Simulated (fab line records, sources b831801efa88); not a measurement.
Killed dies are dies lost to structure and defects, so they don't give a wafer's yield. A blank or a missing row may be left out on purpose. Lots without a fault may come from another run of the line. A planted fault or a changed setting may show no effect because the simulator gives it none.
One fault seen from 2 desks | flow sky130 | each desk has only its own numbers; what lay behind them comes last

THE METROLOGY DESK
What the gauges read, lot by lot, whatever tool the lot ran on: means of the sampled wafers that have a number. A lot is out of limits, marked OUT, if its mean lies more than 4 standard deviations from the usual mean; the brackets give that distance.
Columns: A = VT_ADJUST_NCORE_OVL at SKY_VT_ADJUST_NCORE_OVL_MEAS_08, usual -0.3 nm; B = VT_ADJUST_NCORE_TW at SKY_VT_ADJUST_NCORE_TW_MEAS_11, usual 221.1; C = VT_ADJUST_PCH_OVL at SKY_VT_ADJUST_PCH_OVL_MEAS_07, usual 0.0 nm
lot  | first seen here | A    | B               | C
L262 | day 8 11:26     | 0.3  | 218.9           | 0.3
L263 | day 8 17:14     | 1.3  | 219.5           | -0.5
L268 | day 10 15:44    | -1.6 | 219.7           | -0.2
L269 | day 10 16:23    | 0.9  | 219.1           | -1.0
L270 | day 10 22:04    | -0.6 | 224.4           | -1.5
L272 | day 11 16:11    | 2.0  | 219.5           | -1.3
L273 | day 11 19:05    | -1.6 | 225.7           | 1.2
L274 | day 12 07:11    | -0.8 | 219.5           | -1.5
L277 | day 12 22:56    | -1.1 | 224.5           | 1.8
L278 | day 13 07:35    | 1.5  | 155.5 (-25) OUT | -1.0
L281 | day 14 04:39    | -1.5 | 152.0 (-27) OUT | 0.0
L285 | day 15 14:56    | -0.6 | 224.3           | 0.1
This desk's finding: out of limits on L278, L281; first on L278, day 13 07:52 (VT_ADJUST_NCORE_TW at SKY_VT_ADJUST_NCORE_TW_MEAS_11). In limits: L262, L263, L268, L269, L270, L272, L273, L274, L277, L285.

THE TOOL OWNER'S DESK: implanter-03
The tool's own readings at SKY_VT_ADJUST_NCORE_IMPLANT_09: means of the sampled wafers that have a number, for each lot that ran on this tool. A lot is out of limits, marked OUT, if its mean lies more than 4 standard deviations from the usual mean; the brackets give that distance.
Columns: A = beam_energy_keV at SKY_VT_ADJUST_NCORE_IMPLANT_09, usual 10.000; B = dose_ions_cm2 at SKY_VT_ADJUST_NCORE_IMPLANT_09, usual 2.4001e+12; C = end_station_pressure_torr at SKY_VT_ADJUST_NCORE_IMPLANT_09, usual 5.01e-06 Torr; D = faraday_current_uA at SKY_VT_ADJUST_NCORE_IMPLANT_09, usual 13.53
lot  | first seen here | A      | B                            | C        | D
L262 | day 8 11:30     | 10.002 | 2.4009e+12                   | 5.04e-06 | 13.64
L268 | day 10 15:46    | 10.000 | 2.3997e+12                   | 5.39e-06 | 13.27
L272 | day 11 16:15    | 9.999  | 2.4013e+12                   | 5.15e-06 | 13.53
L273 | day 11 19:09    | 9.999  | 2.3966e+12                   | 5.13e-06 | 13.33
L278 | day 13 07:37    | 10.003 | 6.1543e+11 (-99 or more) OUT | 4.81e-06 | 3.44 (-40) OUT
L281 | day 14 04:43    | 9.994  | 6.1283e+11 (-99 or more) OUT | 5.01e-06 | 3.40 (-41) OUT
This desk's finding: out of limits on L278, L281; first on L278, day 13 07:37 (dose_ions_cm2 at SKY_VT_ADJUST_NCORE_IMPLANT_09). In limits: L262, L268, L272, L273.

PUT TOGETHER
The tool owner's desk could have raised an alarm at day 13 07:37, on L278, L281.
The metrology desk could have raised an alarm at day 13 07:52, on L278, L281.
Of the lots named, all ran SKY_VT_ADJUST_NCORE_IMPLANT_09 on implanter-03.

WHAT THE SIMULATOR HAD PUT IN
Process parameter drift: implanter-03, from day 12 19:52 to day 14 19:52, at SKY_VT_ADJUST_NCORE_IMPLANT_09. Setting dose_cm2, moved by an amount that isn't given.
Lots struck among those shown: L278, L281.
Hours from the fault's start to each desk's first reading out of limits: the tool owner's desk, 12; the metrology desk, 12.
